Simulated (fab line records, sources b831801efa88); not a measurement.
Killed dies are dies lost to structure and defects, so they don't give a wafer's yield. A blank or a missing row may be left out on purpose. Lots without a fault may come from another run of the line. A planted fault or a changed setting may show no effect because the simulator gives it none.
A struck lot beside a sound one | flow sfq_line | 28 steps out of a route of 325
Sound: wafers L710.2, L710.4, L710.6. Struck: wafers L717.2, L717.4, L717.6. The cause comes at the end.
At each step with rows: each side's tool, then ch and its chambers, then its first start. Under that, the readings that differ: sound wafers | struck wafers | difference of the means | sigmas: that difference in standard deviations of wafers without a fault.
alike: readings whose means differ by less than 2 such deviations, and words and numbers that are the same on both sides. not compared: withheld readings, readings that some wafer has no value for, bounds like >300 that may hide the same value, and numbers for which the record gives no deviation and whose values overlap.
The two part at a step that has a row with sigmas, a row that says differs or no value, or rows on one side only. Numbers that don't overlap but have no deviation are shown without sigmas and don't part them. A reading that every wafer of one side lacks parts them only if that side has two wafers or more.

first, 6 steps without rows for these wafers: SFQ_TRILAYER_M0_LITHO_COAT_026 (resist thk 62 nm); SFQ_TRILAYER_M0_LITHO_COAT_021 (resist thk 600 nm); SFQ_TRILAYER_M0_LITHO_SOFTBAKE_025; SFQ_TRILAYER_M0_LITHO_EXPOSE_022 (exposes mask M0, target cd 500 nm); SFQ_TRILAYER_M0_LITHO_PEB_024 (peb time 60 s); SFQ_TRILAYER_M0_LITHO_DEVELOP_023 (time 60 s).
SFQ_M0_OVL_MEAS_906:
  sound on overlay-02, day 12 09:49; struck on overlay-02, day 15 04:30
  alike: M0_OVL
SFQ_TRILAYER_M0_BARC_OPEN_METAL_ETCH_031: etches BARC in O2, target depth 125 nm, time 41.7 s.
  sound on rie_metal-04 ch 0,1, day 12 09:50; struck on rie_metal-02 ch 0, day 15 04:33
  alike: drypump_motor_current_A, oes_product_au
  not compared: rf_hours_counter_h
then, 3 steps without rows for these wafers: SFQ_TRILAYER_M0_ETCH_METAL_ETCH_024 (etches Nb in Cl2/Ar, stops on SiO2, target depth 240 nm, time 120 s); SFQ_TRILAYER_M0_STRIP_STRIP_025 (strips in O2); SFQ_TRILAYER_M0_STRIP_SOLV_CLEAN_026 (cleans in NMP, time 600 s).
SFQ_TRILAYER_I0_DEP_PECVD_027: deposits SiO2 from SiH4/N2O, time 111.11 s, target thk 500 nm.
  sound on pecvd-04 ch 0,2, day 12 11:20; struck on pecvd-01 ch 0,1, day 15 06:17
  alike: heater_power_w, throttle_valve_pct
SFQ_TRILAYER_I0_CMP_CMP_028: polishes SiO2.
  sound on cmp-01 ch 0,1,2, day 12 11:25; struck on cmp-02 ch 0,1,3, day 15 15:16
  reading                                             | sound             | struck            | difference | sigmas
  time_to_endpoint_s (s)                              | 216 217 221       | 195 206 203       | -17        | -3
  model.SiO2_of_TRILAYER_I0_DEP_PECVD_027.thk_nm (nm) | 201.3 200.3 200.2 | 214.5 214.5 214.1 | +13.8      |
  alike: motor_current_A
SFQ_I0_BOW_MEAS_907:
  sound on film_metro-04, day 12 14:26; struck on film_metro-01, day 15 17:17
  alike: I0_BOW
SFQ_TRILAYER_I0_METRO_MEASURE_029:
  sound on film_metro-04, day 12 14:44; struck on film_metro-01, day 15 17:35
  reading     | sound             | struck            | difference | sigmas
  thk_nm (nm) | 201.3 200.3 200.2 | 214.5 214.7 213.8 | +13.7      | +16
then, 6 steps without rows for these wafers: SFQ_TRILAYER_I0_VIA_LITHO_COAT_036 (resist thk 62 nm); SFQ_TRILAYER_I0_VIA_LITHO_COAT_031 (resist thk 650 nm); SFQ_TRILAYER_I0_VIA_LITHO_SOFTBAKE_035; SFQ_TRILAYER_I0_VIA_LITHO_EXPOSE_032 (exposes mask I0, target cd 500 nm); SFQ_TRILAYER_I0_VIA_LITHO_PEB_034 (peb time 60 s); SFQ_TRILAYER_I0_VIA_LITHO_DEVELOP_033 (time 60 s).
-- the record jumps here: 6 days lie between the struck wafers' starts before and after --
SFQ_I0_OVL_MEAS_908:
  sound on overlay-02, day 17 16:09; struck on overlay-01, day 21 13:31
  alike: I0_OVL
SFQ_TRILAYER_I0_VIA_BARC_OPEN_VIA_ETCH_046: etches BARC in O2, target depth 125 nm, time 41.7 s.
  sound on rie_diel-02 ch 0,2,3, day 17 16:11; struck on rie_diel-04 ch 0,1,3, day 21 13:32
  alike: drypump_motor_current_A, oes_product_au
  not compared: rf_hours_counter_h
SFQ_TRILAYER_I0_VIA_ETCH_VIA_ETCH_034: etches SiO2 in CHF3, stops on Nb, target depth 260 nm.
  sound on rie_diel-02 ch 0,2,3, day 17 16:13; struck on rie_diel-04 ch 0,1,3, day 21 13:35
  reading                        | sound             | struck            | difference | sigmas
  oes_product_au (a.u.)          | 0.854 0.859 0.855 | 0.889 0.888 0.884 | +0.031     | +6
  model.etch.depth_nm (nm)       | 201.3 200.3 200.2 | 214.5 214.5 214.1 | +13.8      |
  model.I0.feature_depth_nm (nm) | 201.3 200.3 200.2 | 214.5 214.5 214.1 | +13.8      |
  alike: drypump_motor_current_A
SFQ_TRILAYER_I0_VIA_STRIP_STRIP_035: strips in O2.
  sound on rie_metal-02 ch 0, day 17 16:32; struck on rie_metal-02 ch 0, day 21 13:41
  alike: drypump_motor_current_A, oes_product_au
  not compared: rf_hours_counter_h
then, 1 step without rows for these wafers: SFQ_TRILAYER_I0_VIA_STRIP_SOLV_CLEAN_036 (cleans in NMP, time 600 s).
SFQ_TRILAYER_M1_DEP_PRE_CLEAN_038: time 22.5 s.
  sound on pvd_sputter-03, day 17 17:43; struck on pvd_sputter-05, day 21 14:28
  reading                                             | sound             | struck        | difference | sigmas
  model.SiO2_of_TRILAYER_I0_DEP_PECVD_027.thk_nm (nm) | 193.8 192.8 192.7 | 207 207 206.6 | +14        |
SFQ_TRILAYER_M1_DEP_SPUTTER_037: material Nb, target thk 200 nm, time 133.3 s.
  sound on pvd_sputter-03, day 17 17:44; struck on pvd_sputter-05, day 21 14:29
  alike: throttle_valve_pct

WHERE THEY PART
First at SFQ_TRILAYER_I0_CMP_CMP_028; last, within this record, at SFQ_TRILAYER_I0_VIA_ETCH_VIA_ETCH_034. Later steps at which nothing parts them and some readings are alike: SFQ_TRILAYER_I0_VIA_STRIP_STRIP_035, SFQ_TRILAYER_M1_DEP_SPUTTER_037.

WHY: what the simulator had put in
Process parameter drift: cmp-02, from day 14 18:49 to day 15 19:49, at SFQ_TRILAYER_I0_CMP_CMP_028. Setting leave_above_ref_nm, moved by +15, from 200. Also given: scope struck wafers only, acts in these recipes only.
